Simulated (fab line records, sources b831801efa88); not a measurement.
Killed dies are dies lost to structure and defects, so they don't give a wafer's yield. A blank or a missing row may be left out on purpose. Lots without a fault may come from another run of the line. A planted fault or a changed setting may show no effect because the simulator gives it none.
fab line records | flow sky130
record lots=5 wafers=15 last_day=50
route steps=708 shown LOCAL_INTERCONNECT@394 CONTACT@406 PAD_OPEN@708
lots that met no fault: from a run of the same line without faults
start_h: hours from the record's first day to the start of the lot's first wafer shown | wait_h: hours since the lot's step before | " the same as in the row above | L1.1+2: a row that stands for several wafers | - no value, or no start given | * or withheld: withheld | < > ~ a bound
route shown NAME@n: a module of which the file shows steps, and the number in the route of the first | usual: mean/standard deviation of fault-free wafers | same: alike in all rows | chamber/n: place in a boat | sites: the reading at each site | _std_site: their standard deviation | _edge_site: outer sites' mean less inner sites' | radius_mm: how far each site lies from the wafer's centre | mask NAME#n: copy n | behind: the tool/chamber that last shaped the wafer | hold: why the lot was held/for how many hours/how that ended | device: the transistor (n, p or np) that didn't switch | end of line: the same wafers' tests at the end of the route | a step without rows: its recipe alone | killed: dies lost to structure and defects at the first sort, not the wafer's yield | map: a wafer's dies, x killed, . not, _ none there
set.NAME: the setting as run; set.NAME@STEP: as run at that earlier step | model.NAME: the simulator's own value behind a step, which no gauge read
lots at some steps of the route; a table a step, a row a wafer
services: from which hour (start_h, from the record's first day; less than 0 if before it) a tool's chamber was out of use, for how many hours, and why
## steps
# step SKY_LOCAL_INTERCONNECT_SOFTBAKE_07
# recipe temp_c=100 time_s=90 resist=KrF-thick
# step SKY_LOCAL_INTERCONNECT_EXPOSE_08
# recipe mask_id=LI1M na=0.8 source_shape=annular sigma_inner=0.55 sigma_outer=0.85 target_cd_nm=170 dose_mj=28
# step SKY_LOCAL_INTERCONNECT_PEB_09
# recipe peb_temp_c=withheld peb_time_s=withheld resist=KrF-thick
# step SKY_LOCAL_INTERCONNECT_DEVELOP_10
# recipe develop_time_s=60 resist=KrF-thick dev_temp_c=21
# step SKY_LOCAL_INTERCONNECT_CD_MEAS_11
# recipe target_cd_nm=170
# usual cd_nm=169.9/1.3
# columns lot.wafer tool chamber start_h wait_h cd_nm
L453.2 cd_sem-01 - 734.01 - 170.0
L453.4 " - " " 170.3
L453.5 " - " " 169.6
L458.3 cd_sem-01 - 776.92 - 168.8
L458.4 " - " " 168.6
L458.6 " - " " 169.6
L464.1 cd_sem-01 - 831.03 - 169.4
L464.2 " - " " 170.9
L464.6 " - " " 171.6
L467.2 cd_sem-02 - 854.93 - 168.6
L467.3 " - " " 169.1
L467.6 " - " " 167.9
L469.2 cd_sem-01 - 873.65 - 169.5
L469.3 " - " " 171.6
L469.6 " - " " 171.0
# step SKY_LOCAL_INTERCONNECT_OVL_MEAS_12
# usual LOCAL_INTERCONNECT_OVL=1/5.5
# columns lot.wafer tool chamber start_h wait_h LOCAL_INTERCONNECT_OVL[nm]
L453.2 overlay-02 - 734.11 0.1 1
L453.4 " - " " -6
L453.5 " - " " -3
L458.3 overlay-02 - 777.01 0.1 2
L458.4 " - " " 0
L458.6 " - " " 1
L464.1 overlay-02 - 831.15 0.1 14
L464.2 " - " " 1
L464.6 " - " " 4
L467.2 overlay-01 - 855.03 0.1 -1
L467.3 " - " " -5
L467.6 " - " " 1
L469.2 overlay-01 - 873.75 0.1 9
L469.3 " - " " -2
L469.6 " - " " -4
# step SKY_LOCAL_INTERCONNECT_ETCH_13
# recipe chemistry=N2/H2 target=BARC ion_energy_ev=200 bias_w=100 pressure_mtorr=30 n2_flow_sccm=100 h2_flow_sccm=200 icp_w=500 stop_on=SiO2 time_s=45.9 target_depth_a=600
# usual drypump_motor_current_A=5.3/0.5 oes_product_au=0.855/0.0055 throttle_valve_pct=13.225/0.0087
# columns lot.wafer tool chamber start_h wait_h drypump_motor_current_A oes_product_au rf_hours_counter_h throttle_valve_pct
L453.2 rie_metal-02 0 734.16 0.0 5.1 0.853 - 13.238
L453.4 " 0 " " 5.1 0.852 - 13.234
L453.5 " 0 " " 5.1 0.854 - 13.228
L458.3 rie_metal-02 1 777.05 0.0 4.9 0.856 - 13.225
L458.4 " 0 " " 5.2 0.851 - 13.234
L458.6 " 0 " " 5.1 0.858 - 13.235
L464.1 rie_metal-02 0 831.18 0.0 5.1 0.859 2 13.225
L464.2 " 1 " " 4.9 0.857 4 13.228
L464.6 " 1 " " 4.9 0.852 - 13.217
L467.2 rie_metal-02 0 855.06 0.0 5.1 0.855 2 13.227
L467.3 " 0 " " 5.2 0.849 - 13.222
L467.6 " 1 " " 4.9 0.854 - 13.226
L469.2 rie_metal-02 1 873.78 0.0 4.9 0.840 5 13.203
L469.3 " 1 " " 4.9 0.848 - 13.228
L469.6 " 1 " " 4.9 0.859 - 13.245
# step SKY_LOCAL_INTERCONNECT_METAL_ETCH_14
# recipe target_depth_nm=110 stop_on=PSG chemistry=Cl2/BCl3 target=TiN resist_sidewall_deg=88 pressure_mtorr=10 icp_w=900 bias_w=48.5 Cl2_flow_sccm=60 bcl3_flow_sccm=30 time_s=31.4
# usual bcl3_flow_sccm=30.00/0.092 drypump_motor_current_A=5.3/0.5 oes_product_au=0.943/0.009 throttle_valve_pct=21.900/0.011
# columns lot.wafer tool chamber start_h wait_h bcl3_flow_sccm drypump_motor_current_A oes_product_au rf_hours_counter_h throttle_valve_pct
L453.2 rie_metal-02 0 734.29 0.1 30.00 5.1 0.936 - 21.908
L453.4 " 0 " " 29.99 5.1 0.950 - 21.889
L453.5 " 0 " " 30.04 5.1 0.931 - 21.892
L458.3 rie_metal-02 1 777.11 0.0 30.16 4.9 0.932 - 21.914
L458.4 " 0 " " 30.05 5.1 0.959 - 21.906
L458.6 " 0 " " 30.10 5.2 0.946 - 21.903
L464.1 rie_metal-02 0 831.25 0.0 30.12 5.2 0.946 2 21.897
L464.2 " 1 " " 29.94 4.9 0.946 4 21.912
L464.6 " 1 " " 30.06 4.9 0.948 - 21.909
L467.2 rie_metal-02 0 855.13 0.0 30.02 5.1 0.947 2 21.916
L467.3 " 0 " " 29.89 5.1 0.953 - 21.893
L467.6 " 1 " " 30.03 4.9 0.944 - 21.890
L469.2 rie_metal-02 1 873.85 0.0 29.89 4.9 0.954 5 21.891
L469.3 " 1 " " 29.76 4.9 0.948 - 21.907
L469.6 " 1 " " 29.95 4.9 0.944 - 21.911
# step SKY_LOCAL_INTERCONNECT_STRIP_15
# recipe chemistry=O2/N2 power_w=1400 pressure_mtorr=1500 platen_temp_c=withheld o2_flow_sccm=3000 n2_flow_sccm=300 overash_fraction=0.5
# usual drypump_motor_current_A=5.8/0.62 oes_product_au=0.426/0.005 strip_time_to_endpoint_s=4.725/0.02
# columns lot.wafer tool chamber start_h wait_h drypump_motor_current_A oes_product_au rf_hours_counter_h strip_time_to_endpoint_s
L453.2 plasma_asher-04 1 734.37 0.1 5.5 0.436 62 4.698
L453.4 " 1 " " 5.5 0.431 - 4.714
L453.5 " 1 " " 5.5 0.422 - 4.692
L458.3 plasma_asher-02 1 777.18 0.1 6.2 0.425 - 4.694
L458.4 " 0 " " 4.9 0.421 - 4.722
L458.6 " 0 " " 4.9 0.419 - 4.699
L464.1 plasma_asher-03 1 831.30 0.0 5.3 0.421 8 4.706
L464.2 " 0 " " 5.3 0.425 8 4.703
L464.6 " 0 " " 5.3 0.427 - 4.729
L467.2 plasma_asher-04 1 855.18 0.0 5.5 0.424 74 4.757
L467.3 " 0 " " 6.6 0.420 - 4.766
L467.6 " 1 " " 5.5 0.425 - 4.736
L469.2 plasma_asher-04 1 873.90 0.0 5.5 0.429 76 4.729
L469.3 " 0 " " 6.6 0.419 - 4.699
L469.6 " 0 " " 6.6 0.425 - 4.717
# step SKY_LOCAL_INTERCONNECT_STRIP_16
# recipe chemistry=post_etch_residue_remover time_s=1200 temp_c=72.5
# step SKY_LOCAL_INTERCONNECT_CLEAN_17
# recipe chemistry=IPA time_s=180 temp_c=25
# step SKY_LOCAL_INTERCONNECT_CLEAN_18
# recipe chemistry=O3/DIW dry=n2_spin
# step SKY_CONTACT_CVD_00
# recipe material=Si3N4 target_thk_nm=75 temp_c=400 time_s=withheld rf_w=450
# usual heater_power_w=774/160
# columns lot.wafer tool chamber start_h wait_h heater_power_w model.Si3N4_of_CONTACT_CVD_00.thk_nm
L453.2 pecvd-01 2 734.96 0.0 714 74.68
L453.4 " 0 " " 811 76.38
L453.5 " 2 " " 586 76.5
L458.3 pecvd-03 1 777.74 0.0 789 74.97
L458.4 " 1 " " 808 75.97
L458.6 " 0 " " 637 129.2
L464.1 pecvd-04 2 831.95 0.0 683 76.03
L464.2 " 0 " " 657 75.92
L464.6 " 0 " " 647 76.38
L467.2 pecvd-04 2 856.22 0.0 618 74.63
L467.3 " 0 " " 540 74.31
L467.6 " 2 " " 613 75.87
L469.2 pecvd-03 1 874.49 0.0 662 74.09
L469.3 " 2 " " 1059 75.15
L469.6 " 2 " " 1035 77.19
# step SKY_CONTACT_THK_MEAS_01
# recipe reads=Si3N4_of_CONTACT_CVD_00
# usual CONTACT_CVD_00_THK=75.2/1.1
# columns lot.wafer tool chamber start_h wait_h CONTACT_CVD_00_THK[nm]
L453.2 film_metro-02 - 735.01 - 74.7
L453.4 " - " " 76.4
L453.5 " - " " 76.5
L458.3 film_metro-04 - 777.80 - 75.0
L458.4 " - " " 75.9
L458.6 " - " " 129.2
L464.1 film_metro-01 - 831.98 - 76.0
L464.2 " - " " 76.0
L464.6 " - " " 76.4
L467.2 film_metro-01 - 856.27 - 74.6
L467.3 " - " " 74.4
L467.6 " - " " 75.9
L469.2 film_metro-04 - 874.53 - 74.1
L469.3 " - " " 75.1
L469.6 " - " " 77.1
# step SKY_CONTACT_HDPCVD_02
# recipe material=SiO2 target_thk_nm=565 sigma_open_frac=0.3 time_s=94.2 temp_c=600 sih4_flow_sccm=60 pressure_mtorr=6
# step SKY_CONTACT_THK_MEAS_03
# recipe reads=SiO2_of_CONTACT_HDPCVD_02
# usual CONTACT_HDPCVD_THK=570/7.3
# columns lot.wafer tool chamber start_h wait_h CONTACT_HDPCVD_THK[nm]
L453.2 film_metro-02 - 735.14 0.0 565
L453.4 " - " " 571
L453.5 " - " " 572
L458.3 film_metro-01 - 777.93 0.1 569
L458.4 " - " " 580
L458.6 " - " " 571
L464.1 film_metro-02 - 832.11 0.0 576
L464.2 " - " " 575
L464.6 " - " " 582
L467.2 film_metro-02 - 856.40 0.0 551
L467.3 " - " " 565
L467.6 " - " " 551
L469.2 film_metro-01 - 874.66 0.0 571
L469.3 " - " " 570
L469.6 " - " " 571
# step SKY_CONTACT_CMP_04
# recipe material=SiO2 down_force_psi=4 platen_rpm=60 pad_velocity_m_s=0.94248
# step SKY_CONTACT_BOW_MEAS_05
# recipe mode=bow
# usual CONTACT_BOW=82/7
# columns lot.wafer tool chamber start_h wait_h CONTACT_BOW[um]
L453.2 film_metro-04 - 735.51 0.1 88
L453.4 " - " " 86
L453.5 " - " " 80
L458.3 film_metro-04 - 778.31 0.2 81
L458.4 " - " " 86
L458.6 " - " " 83
L464.1 film_metro-01 - 832.47 0.2 85
L464.2 " - " " 98
L464.6 " - " " 86
L467.2 film_metro-04 - 856.77 0.3 82
L467.3 " - " " 85
L467.6 " - " " 92
L469.2 film_metro-04 - 875.03 0.2 77
L469.3 " - " " 80
L469.6 " - " " 71
# step SKY_CONTACT_DEHYDRATE_06
# recipe temp_c=200 time_s=60
# step SKY_CONTACT_HMDS_07
# recipe prime_time_s=60 prime_temp_c=120
# step SKY_CONTACT_COAT_08
# recipe resist=BARC temp_c=withheld time_s=withheld spin_rpm=3000 resist_thk_nm=60
# step SKY_CONTACT_COAT_09
# recipe resist=KrF-thick spin_rpm=3000 resist_thk_nm=450
# step SKY_CONTACT_SOFTBAKE_10
# recipe temp_c=100 time_s=90 resist=KrF-thick
# step SKY_CONTACT_EXPOSE_11
# recipe mask_id=CTM1 na=0.8 source_shape=annular sigma_inner=0.55 sigma_outer=0.85 target_cd_nm=170 dose_mj=38
# step SKY_CONTACT_PEB_12
# recipe peb_temp_c=withheld peb_time_s=withheld resist=KrF-thick
# step SKY_CONTACT_DEVELOP_13
# recipe develop_time_s=60 resist=KrF-thick dev_temp_c=21
# step SKY_CONTACT_CD_MEAS_14
# recipe target_cd_nm=170
# usual cd_nm=169.5/1.6
# columns lot.wafer tool chamber start_h wait_h cd_nm
L453.2 cd_sem-02 - 763.48 - 167.6
L453.4 " - " " 167.9
L453.5 " - " " 168.6
L458.3 cd_sem-01 - 804.79 - 171.2
L458.4 " - " " 170.2
L458.6 " - " " 171.2
L464.1 cd_sem-01 - 858.80 - 167.4
L464.2 " - " " 167.5
L464.6 " - " " 167.6
L467.2 cd_sem-01 - 883.05 - 170.9
L467.3 " - " " 167.9
L467.6 " - " " 169.5
L469.2 cd_sem-01 - 901.43 - 169.7
L469.3 " - " " 170.2
L469.6 " - " " 169.5
# step SKY_CONTACT_OVL_MEAS_15
# usual CONTACT_OVL=1/4.2
# columns lot.wafer tool chamber start_h wait_h CONTACT_OVL[nm]
L453.2 overlay-01 - 763.58 0.1 3
L453.4 " - " " 2
L453.5 " - " " 5
L458.3 overlay-01 - 804.88 0.1 -7
L458.4 " - " " 6
L458.6 " - " " 4
L464.1 overlay-01 - 858.92 0.1 -3
L464.2 " - " " 2
L464.6 " - " " -3
L467.2 overlay-01 - 883.15 0.1 -5
L467.3 " - " " 3
L467.6 " - " " 0
L469.2 overlay-02 - 901.53 0.1 -1
L469.3 " - " " 0
L469.6 " - " " 6
# step SKY_CONTACT_ETCH_16
# recipe chemistry=N2/H2 target=BARC ion_energy_ev=200 source_w=500 bias_w=100 pressure_mtorr=30 n2_flow_sccm=100 h2_flow_sccm=200 stop_on=SiO2 time_s=45.9 target_depth_a=600
# step SKY_CONTACT_ETCH_17
# recipe target=SiO2 chemistry=C4F8/O2/Ar stop_on=Si3N4 mask_material=KrF-thick source_w=1500 bias_w=1200 pressure_mtorr=40 c4f8_flow_sccm=withheld O2_flow_sccm=6 Ar_flow_sccm=300 time_s=withheld target_depth_a=3400
# usual oes_product_au=0.892/0.0049
# columns lot.wafer tool chamber start_h wait_h oes_product_au
L453.2 rie_diel-02 3 763.65 0.0 0.886
L453.4 " 1 " " 0.890
L453.5 " 3 " " 0.883
L458.3 rie_diel-02 0 804.95 0.0 0.890
L458.4 " 2 " " 0.892
L458.6 " 3 " " 0.896
L464.1 rie_diel-02 1 859.00 0.0 0.890
L464.2 " 0 " " 0.889
L464.6 " 3 " " 0.889
L467.2 rie_diel-03 2 883.23 0.0 0.890
L467.3 " 1 " " 0.897
L467.6 " 0 " " 0.889
L469.2 rie_diel-03 3 901.61 0.0 0.896
L469.3 " 1 " " 0.894
L469.6 " 0 " " 0.890
# step SKY_CONTACT_ETCH_18
# recipe target=Si3N4 chemistry=CHF3/O2 stop_on=TiN source_w=600 bias_w=200 pressure_mtorr=40 chf3_flow_sccm=50 O2_flow_sccm=5 time_s=39 target_depth_a=750
# usual O2_flow_sccm=4.996/0.015 drypump_motor_current_A=5.7/0.4 oes_product_au=0.856/0.0077 throttle_valve_pct=8.795/0.0088
# columns lot.wafer tool chamber start_h wait_h O2_flow_sccm drypump_motor_current_A oes_product_au rf_hours_counter_h throttle_valve_pct model.etch.depth_nm
L453.2 rie_diel-02 3 - - 4.986 6.3 0.848 1 8.793 74.68
L453.4 " 1 " " 5.000 5.9 0.865 42 8.799 76.38
L453.5 " 3 " " 5.029 6.3 0.865 - 8.814 76.5
L458.3 rie_diel-02 0 - - 4.998 4.8 0.854 13 8.788 74.97
L458.4 " 2 " " 4.999 6.0 0.863 4 8.785 75.97
L458.6 " 3 " " 5.009 6.2 1.003 - 8.836 98.05
L464.1 rie_diel-02 1 - - 5.008 5.9 0.858 2 8.802 76.03
L464.2 " 0 " " 4.991 4.8 0.867 14 8.806 75.92
L464.6 " 3 " " 4.990 6.3 0.861 - 8.786 76.38
L467.2 rie_diel-03 2 - - 4.989 6.3 0.850 14 8.794 74.63
L467.3 " 1 " " 5.013 5.2 0.854 14 8.786 74.31
L467.6 " 0 " " 4.986 5.6 0.856 - 8.777 75.87
L469.2 rie_diel-03 3 - - 4.996 5.1 0.850 11 8.787 74.09
L469.3 " 1 " " 4.985 5.2 0.862 14 8.803 75.15
L469.6 " 0 " " 4.992 5.6 0.867 - 8.794 77.19
# step SKY_CONTACT_STRIP_19
# recipe chemistry=O2/N2 power_w=1400 pressure_mtorr=1500 platen_temp_c=withheld o2_flow_sccm=3000 n2_flow_sccm=300 overash_fraction=0.5
# usual drypump_motor_current_A=5.7/0.51 oes_product_au=0.381/0.0043 strip_time_to_endpoint_s=3.632/0.029
# columns lot.wafer tool chamber start_h wait_h drypump_motor_current_A oes_product_au rf_hours_counter_h strip_time_to_endpoint_s
L453.2 plasma_asher-04 1 763.74 - 5.5 0.383 65 3.583
L453.4 " 1 " " 5.5 0.380 - 3.583
L453.5 " 0 " " 6.6 0.386 - 3.596
L458.3 plasma_asher-01 0 805.07 - 6.1 0.376 - 3.668
L458.4 " 1 " " 5.7 0.380 - 3.624
L458.6 " 1 " " 5.7 0.390 - 3.608
L464.1 plasma_asher-03 1 859.09 - 5.3 0.384 11 3.637
L464.2 " 0 " " 5.3 0.382 11 3.646
L464.6 " 1 " " 5.3 0.376 - 3.596
L467.2 plasma_asher-04 1 883.32 - 5.5 0.382 77 3.601
L467.3 " 1 " " 5.5 0.384 - 3.694
L467.6 " 0 " " 6.6 0.387 - 3.626
L469.2 plasma_asher-03 0 901.70 - 5.3 0.384 15 3.608
L469.3 " 1 " " 5.2 0.382 - 3.688
L469.6 " 0 " " 5.3 0.382 - 3.630
# step SKY_PAD_OPEN_PROBE_99
# usual killed_at_M0_to_M3=43/6.7 killed_at_M4_up=3.1/1.9 killed_at_contacts=25/5 killed_at_front_end=15/4 killed_at_other=0.4/0.69 killed_dies=87/9.2 killed_on_rim=17/3.6 killed_open=46/7.1 killed_short=40/6.8
# same gross_dies=492 killed_at_back_side=0
# columns lot.wafer tool chamber start_h wait_h killed_at_M0_to_M3 killed_at_M4_up killed_at_contacts killed_at_front_end killed_at_other killed_dies killed_on_rim killed_open killed_short
L453.2 prober-02 - 1098.29 0.1 46 2 37 19 0 104 27 63 41
L453.4 prober-02 - 1098.39 0.2 39 6 22 14 0 81 19 53 27
L453.5 prober-02 - 1098.44 0.2 44 1 18 16 0 79 17 31 48
L458.3 prober-02 - 1129.61 0.2 46 2 27 14 0 89 11 53 36
L458.4 prober-02 - 1129.66 0.2 47 3 21 10 0 81 16 48 32
L458.6 prober-02 - 1129.76 0.2 44 2 428 18 0 492 96 54 45
L464.1 prober-02 - 1168.67 0.1 45 2 20 17 0 84 20 53 30
L464.2 prober-02 - 1168.72 0.1 45 2 27 18 0 92 12 53 38
L464.6 prober-02 - 1168.92 0.2 44 1 31 11 1 88 20 52 35
L467.2 prober-01 - 1184.02 0.1 24 1 26 18 0 69 15 31 38
L467.3 prober-01 - 1184.07 0.2 55 3 24 29 0 111 15 57 54
L467.6 prober-01 - 1184.22 0.2 48 2 24 18 0 92 20 49 43
L469.2 prober-01 - 1195.88 0.1 36 5 26 13 0 80 19 38 42
L469.3 prober-01 - 1195.93 0.2 39 3 30 17 0 89 20 43 46
L469.6 prober-01 - 1196.08 0.2 48 7 31 9 0 95 14 44 51
# killed by level:class
L453.2 VIA1:geometric_particle:open=15 LI_CONTACT:geometric_particle:open=11 CONTACT:geometric_particle:open=10 LOCAL_INTERCONNECT:geometric_particle:short=8 VIA3:geometric_particle:open=7 VIA1:geometric_particle:short=6 VIA2:geometric_particle:open=6 FIELD_ISO:geometric_particle:open=5
L453.4 LI_CONTACT:geometric_particle:open=10 CONTACT:geometric_particle:open=9 VIA1:geometric_particle:open=8 VIA2:geometric_particle:open=6 POLY_GATE:geometric_particle:open=5 METAL2:geometric_particle:open=5 POLY_GATE:geometric_particle:short=4 METAL3:geometric_particle:open=4
L453.5 VIA1:geometric_particle:short=9 VIA1:geometric_particle:open=8 CONTACT:geometric_particle:short=6 METAL1:geometric_particle:short=6 FIELD_ISO:geometric_particle:open=5 METAL3:geometric_particle:short=5 VIA3:geometric_particle:open=5 CONTACT:geometric_particle:open=5
L458.3 CONTACT:geometric_particle:open=14 VIA1:geometric_particle:open=13 METAL1:geometric_particle:short=9 VIA2:geometric_particle:open=7 LI_CONTACT:geometric_particle:open=5 VIA3:geometric_particle:short=5 LOCAL_INTERCONNECT:geometric_particle:short=4 VIA3:geometric_particle:open=4
L458.4 VIA1:geometric_particle:open=10 VIA2:geometric_particle:open=10 VIA1:geometric_particle:short=7 LI_CONTACT:geometric_particle:open=5 CONTACT:geometric_particle:short=5 POLY_GATE:geometric_particle:open=4 VIA3:geometric_particle:open=4 LOCAL_INTERCONNECT:geometric_particle:short=4
L458.6 CONTACT:area_etch=393 CONTACT:geometric_particle:open=13 VIA1:geometric_particle:open=12 LOCAL_INTERCONNECT:geometric_particle:short=9 LI_CONTACT:geometric_particle:open=7 VIA1:geometric_particle:short=7 FIELD_ISO:geometric_particle:short=6 METAL1:geometric_particle:short=6
L464.1 CONTACT:geometric_particle:open=11 VIA2:geometric_particle:open=11 VIA1:geometric_particle:open=10 POLY_GATE:geometric_particle:open=7 METAL1:geometric_particle:short=7 LI_CONTACT:geometric_particle:open=5 FIELD_ISO:geometric_particle:short=4 METAL2:geometric_particle:short=4
L464.2 VIA1:geometric_particle:open=15 LI_CONTACT:geometric_particle:open=9 METAL1:geometric_particle:short=6 CONTACT:geometric_particle:open=6 METAL2:geometric_particle:short=6 POLY_GATE:geometric_particle:open=5 LI_CONTACT:geometric_particle:short=5 LOCAL_INTERCONNECT:geometric_particle:short=5
L464.6 CONTACT:geometric_particle:open=13 VIA1:geometric_particle:open=13 CONTACT:geometric_particle:short=8 METAL2:geometric_particle:short=7 FIELD_ISO:geometric_particle:open=5 LI_CONTACT:geometric_particle:open=5 VIA1:geometric_particle:short=5 VIA3:geometric_particle:open=5
L467.2 CONTACT:geometric_particle:open=8 LOCAL_INTERCONNECT:geometric_particle:short=7 FIELD_ISO:geometric_particle:short=6 LI_CONTACT:geometric_particle:open=5 VIA1:geometric_particle:open=5 FIELD_ISO:geometric_particle:open=3 POLY_GATE:geometric_particle:short=3 VIA2:geometric_particle:short=3
L467.3 VIA1:geometric_particle:open=13 FIELD_ISO:geometric_particle:short=9 METAL2:geometric_particle:short=8 VIA2:geometric_particle:open=8 CONTACT:geometric_particle:open=7 VIA3:geometric_particle:open=7 POLY_GATE:geometric_particle:open=5 POLY_GATE:geometric_particle:short=5
L467.6 CONTACT:geometric_particle:open=10 VIA1:geometric_particle:open=10 METAL1:geometric_particle:short=9 LI_CONTACT:geometric_particle:open=6 VIA2:geometric_particle:open=6 VIA3:geometric_particle:short=5 FIELD_ISO:geometric_particle:open=4 FIELD_ISO:geometric_particle:short=4
L469.2 CONTACT:geometric_particle:open=8 LOCAL_INTERCONNECT:geometric_particle:short=7 VIA1:geometric_particle:open=7 LI_CONTACT:geometric_particle:open=6 POLY_GATE:geometric_particle:open=5 VIA1:geometric_particle:short=5 VIA3:geometric_particle:short=5 METAL1:geometric_particle:short=4
L469.3 CONTACT:geometric_particle:open=12 VIA1:geometric_particle:open=11 LOCAL_INTERCONNECT:geometric_particle:short=8 METAL2:geometric_particle:short=8 POLY_GATE:geometric_particle:short=6 METAL1:geometric_particle:short=5 POLY_GATE:geometric_particle:open=4 CONTACT:geometric_particle:short=4
L469.6 VIA1:geometric_particle:open=13 CONTACT:geometric_particle:open=9 METAL1:geometric_particle:short=9 CONTACT:geometric_particle:short=8 FIELD_ISO:geometric_particle:short=6 LI_CONTACT:geometric_particle:open=6 METAL2:geometric_particle:short=5 METAL4:geometric_particle:short=5
# map L458.6 (x killed, . not)
__________xxxxxxxxxx_________
________xxxxxxxxxxxxxx_______
______xxxxxxxxxxxxxxxxxx_____
_____xxxxxxxxxxxxxxxxxxxx____
____xxxxxxxxxxxxxxxxxxxxxx___
___xxxxxxxxxxxxxxxxxxxxxxxx__
__xxxxxxxxxxxxxxxxxxxxxxxxxx_
_xxxxxxxxxxxxxxxxxxxxxxxxxxxx
_xxxxxxxxxxxxxxxxxxxxxxxxxxxx
_xxxxxxxxxxxxxxxxxxxxxxxxxxxx
_xxxxxxxxxxxxxxxxxxxxxxxxxxxx
_xxxxxxxxxxxxxxxxxxxxxxxxxxxx
_xxxxxxxxxxxxxxxxxxxxxxxxxxxx
_xxxxxxxxxxxxxxxxxxxxxxxxxxxx
_xxxxxxxxxxxxxxxxxxxxxxxxxxxx
__xxxxxxxxxxxxxxxxxxxxxxxxxx_
___xxxxxxxxxxxxxxxxxxxxxxxx__
____xxxxxxxxxxxxxxxxxxxxxx___
_____xxxxxxxxxxxxxxxxxxxx____
______xxxxxxxxxxxxxxxxxx_____
________xxxxxxxxxxxxxx_______
__________xxxxxxxxxx_________
# map L469.6 (x killed, . not)
__________x..xx....._________
________.......x..x..._______
______..x...x..x...x...._____
_____...x.........xx.x..x____
____.x...x....x........xx.___
___..x....x.x.....x.xx.....__
__...............x.........._
_..x......xx..x......x.x.....
_.xxx..x.xx..x...........x...
_................xx...x...x.x
_..x.....x...x...x...x.....x.
_.....x...x.........x..xxx...
_.x.......................x..
_...x.x...x........x.........
_x.........x.xxx.........x...
__x.xx...........xxx..xx...._
___x...x..x..x...x.x...xxx.__
____....x..x...x..........___
_____...x................____
______....x....x........_____
________...x.......x.._______
__________.x........_________
## services
# columns tool chamber start_h hours kind
plasma_asher-03 - 717.84 0.6 repair
rie_metal-02 1 724.00 - clean
rie_metal-02 1 724.00 13.4 scheduled_down
rie_metal-02 1 724.00 13.4 vent_cycle
rie_diel-03 0 727.04 2.8 repair
plasma_asher-03 - 733.75 9.0 pm
pecvd-03 1 739.66 16.1 repair
rie_diel-02 - 740.99 1.0 repair
rie_diel-03 3 742.55 10.2 repair
plasma_asher-03 - 745.64 1.0 repair
pecvd-04 1 765.61 3.5 repair
pecvd-01 2 765.99 9.1 repair
plasma_asher-04 - 778.82 2.6 repair
pecvd-04 - 785.44 1.5 repair
pecvd-04 - 791.02 6.0 pm
pecvd-03 - 810.92 4.3 pm
plasma_asher-03 - 823.44 1.9 repair
pecvd-03 - 826.36 1.7 repair
pecvd-01 0 833.26 8.8 repair
pecvd-01 1 859.91 20.4 repair
pecvd-04 1 876.12 11.4 repair
pecvd-03 0 880.52 4.1 repair
pecvd-01 - 883.71 2.6 repair
plasma_asher-01 - 885.40 2.9 repair
## key
first_sign step=SKY_CONTACT_THK_MEAS_01 reading=CONTACT_CVD_00_THK direction=up sigmas=49 usual=75.2 struck=129.2
effect step=SKY_CONTACT_ETCH_18 reading=oes_product_au direction=up sigmas=19 usual=0.856 struck=1.003
effect step=SKY_PAD_OPEN_PROBE_99 reading=killed_at_contacts direction=up sigmas=81 usual=25 struck=428
model_effect step=SKY_CONTACT_CVD_00 value=Si3N4_of_CONTACT_CVD_00.thk_nm without=76.39 struck=129.2
model_effect step=SKY_CONTACT_ETCH_18 value=etch.depth_nm without=76.39 struck=98.05
more_kills_born_at SKY_CONTACT_ETCH_18@rie_diel-02=393
met_at SKY_CONTACT_CVD_00
struck_wafers L458.6
later_rows_left_out L458.6
tester_left_out L458
fault kind=process_parameter_drift tool=pecvd-03 chamber=0 onset_h=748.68 steps=SKY_CONTACT_CVD_00 channel=target_thk_nm offset=52.429 shape=step end_h=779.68 acts_in=these_recipes_only stated=75
# tester_left_out: of these lots the tester's yield and bins aren't shown, on N5 and GAA mostly nor the transistor test; their killed dies are dies lost to structure and defects alone, not to doping, threshold or leakage, so they don't give the yield
# later_rows_left_out: the simulator's readings of these wafers behind a module that went badly wrong aren't trusted and aren't shown, but for the sort
